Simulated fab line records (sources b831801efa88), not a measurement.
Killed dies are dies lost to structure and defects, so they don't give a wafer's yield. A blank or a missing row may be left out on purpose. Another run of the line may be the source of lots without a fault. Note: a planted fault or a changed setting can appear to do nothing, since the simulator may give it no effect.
Which of the tools did it? :: flow sky130 :: 36 wafers from 12 lots sampled at 5 of the route's 708 steps

## WHAT THE GAUGES READ, wafer by wafer
SKY_NWELL_OVL_MEAS_10.
lot: L270
measured: day 5 01:43
on: overlay-02
NWELL_00_OVL (nm): 0.4 0.6 -0.6

lot: L272
measured: day 5 13:08
on: overlay-02
NWELL_00_OVL (nm): 0.1 0.6 0.0

lot: L273
measured: day 6 00:22
on: overlay-01
NWELL_00_OVL (nm): 2.0 0.7 0.9

lot: L274
measured: day 6 03:44
on: overlay-02
NWELL_00_OVL (nm): 1.2 1.4 2.1

lot: L275
measured: day 6 05:52
on: overlay-01
NWELL_00_OVL (nm): -1.7 -1.5 0.5

lot: L276
measured: day 6 11:25
on: overlay-01
NWELL_00_OVL (nm): 0.0 1.5 -0.4

lot: L277
measured: day 6 20:12
on: overlay-02
NWELL_00_OVL (nm): 1.0 -0.1 1.0

lot: L281
measured: day 7 18:43
on: overlay-02
NWELL_00_OVL (nm): -1.0 1.0 -0.1

lot: L283
measured: day 8 05:55
on: overlay-01
NWELL_00_OVL (nm): 0.2 0.0 -0.2

lot: L284
measured: day 8 10:30
on: overlay-01
NWELL_00_OVL (nm): -0.8 -0.4 -0.9

lot: L286
measured: day 8 21:37
on: overlay-01
NWELL_00_OVL (nm): 0.5 -1.2 0.1

lot: L290
measured: day 9 20:50
on: overlay-02
NWELL_00_OVL (nm): -0.4 0.5 0.1

SKY_NWELL_RS_MEAS_29: a four-point-probe measurement.
lot: L270
measured: day 5 20:13
on: filmMetro-01
NWELL_RS (ohm/sq): 626.7 627.3 625.4

lot: L272
measured: day 6 09:29
on: filmMetro-02
NWELL_RS (ohm/sq): 626.4 624.6 625.2

lot: L273
measured: day 6 21:20
on: filmMetro-01
NWELL_RS (ohm/sq): 626.2 625.9 625.0

lot: L274
measured: day 7 00:31
on: filmMetro-03
NWELL_RS (ohm/sq): 624.7 623.5 624.0

lot: L275
measured: day 7 02:41
on: filmMetro-03
NWELL_RS (ohm/sq): 625.8 626.6 626.1

lot: L276
measured: day 7 08:12
on: filmMetro-01
NWELL_RS (ohm/sq): 625.1 624.1 626.1

lot: L277
measured: day 7 17:22
on: filmMetro-01
NWELL_RS (ohm/sq): 638.4 637.6 634.2

lot: L281
measured: day 8 16:20
on: filmMetro-03
NWELL_RS (ohm/sq): 635.7 633.4 632.9

lot: L283
measured: day 9 04:24
on: filmMetro-03
NWELL_RS (ohm/sq): 628.9 628.2 628.6

lot: L284
measured: day 9 08:28
on: filmMetro-01
NWELL_RS (ohm/sq): 621.4 624.0 624.4

lot: L286
measured: day 9 19:50
on: filmMetro-02
NWELL_RS (ohm/sq): 624.8 624.8 623.9

lot: L290
measured: day 10 19:06
on: filmMetro-02
NWELL_RS (ohm/sq): 627.0 625.5 626.1

## WHAT TOOL EACH LOT RAN ON (gives the tool, then ch and the chambers of the sampled wafers, and finally the start)
lot: L270
SKY_FIELD_ISO_STRIP_16: plasmaAsher-03 ch 0,1, day 2 16:55
SKY_FIELD_ISO_CMP_27: cmp-01 ch 0,1,3, day 2 21:46
SKY_NWELL_IMPLANT_13: implanter-04 ch 0, day 5 02:05

lot: L272
SKY_FIELD_ISO_STRIP_16: plasmaAsher-03 ch 0,1, day 3 01:13
SKY_FIELD_ISO_CMP_27: cmp-02 ch 0,3, day 3 07:05
SKY_NWELL_IMPLANT_13: implanter-04 ch 0, day 5 13:31

lot: L273
SKY_FIELD_ISO_STRIP_16: plasmaAsher-03 ch 0,1, day 3 10:54
SKY_FIELD_ISO_CMP_27: cmp-02 ch 1,3, day 3 16:23
SKY_NWELL_IMPLANT_13: implanter-02 ch 0, day 6 00:43

lot: L274
SKY_FIELD_ISO_STRIP_16: plasmaAsher-04 ch 0,1, day 3 14:08
SKY_FIELD_ISO_CMP_27: cmp-02 ch 0,3, day 3 18:13
SKY_NWELL_IMPLANT_13: implanter-01 ch 0, day 6 04:04

lot: L275
SKY_FIELD_ISO_STRIP_16: plasmaAsher-04 ch 0,1, day 3 16:51
SKY_FIELD_ISO_CMP_27: cmp-01 ch 0,1, day 3 22:52
SKY_NWELL_IMPLANT_13: implanter-01 ch 0, day 6 06:12

lot: L276
SKY_FIELD_ISO_STRIP_16: plasmaAsher-04 ch 0,1, day 3 21:32
SKY_FIELD_ISO_CMP_27: cmp-01 ch 0,1,2, day 4 02:34
SKY_NWELL_IMPLANT_13: implanter-04 ch 0, day 6 11:45

lot: L277
SKY_FIELD_ISO_STRIP_16: plasmaAsher-03 ch 0,1, day 4 04:18
SKY_FIELD_ISO_CMP_27: cmp-01 ch 0,1,2, day 4 08:16
SKY_NWELL_IMPLANT_13: implanter-01 ch 0, day 6 20:35

lot: L281
SKY_FIELD_ISO_STRIP_16: plasmaAsher-04 ch 0,1, day 5 00:04
SKY_FIELD_ISO_CMP_27: cmp-01 ch 0,2,3, day 5 04:52
SKY_NWELL_IMPLANT_13: implanter-01 ch 0, day 7 19:03

lot: L283
SKY_FIELD_ISO_STRIP_16: plasmaAsher-01 ch 0,1, day 5 11:18
SKY_FIELD_ISO_CMP_27: cmp-01 ch 0,1,2, day 5 15:14
SKY_NWELL_IMPLANT_13: implanter-02 ch 0, day 8 06:18

lot: L284
SKY_FIELD_ISO_STRIP_16: plasmaAsher-03 ch 0,1, day 5 15:59
SKY_FIELD_ISO_CMP_27: cmp-01 ch 0,2, day 5 19:59
SKY_NWELL_IMPLANT_13: implanter-02 ch 0, day 8 10:50

lot: L286
SKY_FIELD_ISO_STRIP_16: plasmaAsher-03 ch 0,1, day 6 02:49
SKY_FIELD_ISO_CMP_27: cmp-02 ch 1,2,3, day 6 06:11
SKY_NWELL_IMPLANT_13: implanter-02 ch 0, day 8 21:57

lot: L290
SKY_FIELD_ISO_STRIP_16: plasmaAsher-01 ch 0,1, day 6 23:30
SKY_FIELD_ISO_CMP_27: cmp-02 ch 0,1,2, day 7 03:52
SKY_NWELL_IMPLANT_13: implanter-04 ch 0, day 9 21:10
- SKY_FIELD_ISO_STRIP_16: strips in O2/N2.
- SKY_FIELD_ISO_CMP_27: polishes, stops on Si3N4, t overpolish 16 s, target thk 457.8 nm.
- SKY_NWELL_IMPLANT_13

## WHAT THE TOOLS THEMSELVES READ (means of the sampled wafers that have a number; where no wafer has one, the mark that the record gives instead)
SKY_FIELD_ISO_STRIP_16.
lot: L270
tool: plasmaAsher-03
drypumpMotorCurrentA (A): 5.7
oesProductAu (a.u.): 0.374
stripTimeToEndpointS (s): 3.54

lot: L272
tool: plasmaAsher-03
drypumpMotorCurrentA (A): 5.4
oesProductAu (a.u.): 0.379
stripTimeToEndpointS (s): 3.59

lot: L273
tool: plasmaAsher-03
drypumpMotorCurrentA (A): 5.7
oesProductAu (a.u.): 0.374
stripTimeToEndpointS (s): 3.54

lot: L274
tool: plasmaAsher-04
drypumpMotorCurrentA (A): 5.8
oesProductAu (a.u.): 0.379
stripTimeToEndpointS (s): 3.55

lot: L275
tool: plasmaAsher-04
drypumpMotorCurrentA (A): 5.7
oesProductAu (a.u.): 0.377
stripTimeToEndpointS (s): 3.53

lot: L276
tool: plasmaAsher-04
drypumpMotorCurrentA (A): 5.8
oesProductAu (a.u.): 0.379
stripTimeToEndpointS (s): 3.51

lot: L277
tool: plasmaAsher-03
drypumpMotorCurrentA (A): 5.7
oesProductAu (a.u.): 0.372
stripTimeToEndpointS (s): 3.52

lot: L281
tool: plasmaAsher-04
drypumpMotorCurrentA (A): 5.7
oesProductAu (a.u.): 0.377
stripTimeToEndpointS (s): 3.58

lot: L283
tool: plasmaAsher-01
drypumpMotorCurrentA (A): 5.8
oesProductAu (a.u.): 0.378
stripTimeToEndpointS (s): 3.50

lot: L284
tool: plasmaAsher-03
drypumpMotorCurrentA (A): 5.7
oesProductAu (a.u.): 0.379
stripTimeToEndpointS (s): 3.56

lot: L286
tool: plasmaAsher-03
drypumpMotorCurrentA (A): 5.5
oesProductAu (a.u.): 0.378
stripTimeToEndpointS (s): 3.56

lot: L290
tool: plasmaAsher-01
drypumpMotorCurrentA (A): 6.1
oesProductAu (a.u.): 0.375
stripTimeToEndpointS (s): 3.49

SKY_FIELD_ISO_CMP_27.
lot: L270
tool: cmp-01
motorCurrentA (A): 11.0
overpolishRunS (s): 15.999
timeToEndpointS (s): 108

lot: L272
tool: cmp-02
motorCurrentA (A): 11.8
overpolishRunS (s): 16.002
timeToEndpointS (s): 110

lot: L273
tool: cmp-02
motorCurrentA (A): 10.9
overpolishRunS (s): 16.000
timeToEndpointS (s): 115

lot: L274
tool: cmp-02
motorCurrentA (A): 10.6
overpolishRunS (s): 16.004
timeToEndpointS (s): 113

lot: L275
tool: cmp-01
motorCurrentA (A): 11.0
overpolishRunS (s): 16.004
timeToEndpointS (s): 117

lot: L276
tool: cmp-01
motorCurrentA (A): 11.0
overpolishRunS (s): 16.003
timeToEndpointS (s): 117

lot: L277
tool: cmp-01
motorCurrentA (A): 11.3
overpolishRunS (s): 16.010
timeToEndpointS (s): 116

lot: L281
tool: cmp-01
motorCurrentA (A): 10.9
overpolishRunS (s): 15.995
timeToEndpointS (s): 114

lot: L283
tool: cmp-01
motorCurrentA (A): 10.8
overpolishRunS (s): 15.998
timeToEndpointS (s): 115

lot: L284
tool: cmp-01
motorCurrentA (A): 10.9
overpolishRunS (s): 15.992
timeToEndpointS (s): 117

lot: L286
tool: cmp-02
motorCurrentA (A): 11.2
overpolishRunS (s): 15.993
timeToEndpointS (s): 111

lot: L290
tool: cmp-02
motorCurrentA (A): 12.4
overpolishRunS (s): 15.995
timeToEndpointS (s): 113

SKY_NWELL_IMPLANT_13.
lot: L270
tool: implanter-04
doseIonsCm2: 7e+11
faradayCurrentUA: 3.84

lot: L272
tool: implanter-04
doseIonsCm2: 7e+11
faradayCurrentUA: 3.95

lot: L273
tool: implanter-02
doseIonsCm2: 7e+11
faradayCurrentUA: 4.00

lot: L274
tool: implanter-01
doseIonsCm2: 7e+11
faradayCurrentUA: 3.98

lot: L275
tool: implanter-01
doseIonsCm2: 7e+11
faradayCurrentUA: 3.92

lot: L276
tool: implanter-04
doseIonsCm2: 7e+11
faradayCurrentUA: 4.00

lot: L277
tool: implanter-01
doseIonsCm2: 4e+11
faradayCurrentUA: 2.11

lot: L281
tool: implanter-01
doseIonsCm2: 4e+11
faradayCurrentUA: 2.12

lot: L283
tool: implanter-02
doseIonsCm2: 7e+11
faradayCurrentUA: 3.97

lot: L284
tool: implanter-02
doseIonsCm2: 7e+11
faradayCurrentUA: 4.01

lot: L286
tool: implanter-02
doseIonsCm2: 7e+11
faradayCurrentUA: 3.95

lot: L290
tool: implanter-04
doseIonsCm2: 7e+11
faradayCurrentUA: 3.93

## THE ANSWER, worked out from the rows above alone
Rule: usual is defined by the lots themselves. Put in order of their means at a reading, lots are off if they are a third of the lots or fewer, leave a main group of 4 or more, and stand apart from it by a gap of 3 or more times the standard deviation of the main group's means; of several such gaps the widest counts. A main group is skipped when, at the precision printed for the reading in the tables above, its means are all equal. A lot without any number at a reading at which 4 lots or more have one is off too. The other lots that the step has rows for count as sound. Order of review: gauges by route order, followed by the tools' own readings, for which a lot's mean as printed above is used. The first step at which some lot is off is used, and at that step the reading that is off furthest; a lot without a number counts as furthest.
Off: at SKY_NWELL_RS_MEAS_29 (NWELL_RS), L277, L281. The main group: mean 625.5 ohm/sq, standard deviation 1.4.
If a tool, at a process step before that reading, ran all the lots that are off and no sound lot after the first of them, it fits. Not tried: the gauges at SKY_NWELL_RS_MEAS_29; whatever is off there is also off at SKY_NWELL_IMPLANT_13, on other tools, and gauge error can't account for it. One candidate fits, namely implanter-01 at SKY_NWELL_IMPLANT_13. A fault onset in the window from L275 (day 6 06:12, its last sound lot) to L277 (day 6 20:35, its first lot off) fits.
The tool's own readings at SKY_NWELL_IMPLANT_13 bear it out: on the lots that are off they differ by more than 5 times the standard deviation of the sound lots' means. doseIonsCm2 reads 4e+11 there against 7e+11 on the sound lots; faradayCurrentUA reads 2.12 there against 3.96 on the sound lots.

## WHAT HAD BEEN PUT IN BY THE SIMULATOR
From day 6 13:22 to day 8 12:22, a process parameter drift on implanter-01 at SKY_NWELL_IMPLANT_13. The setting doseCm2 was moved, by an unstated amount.
Shown lots that were struck: L277, L281. The rule above reached the same finding.
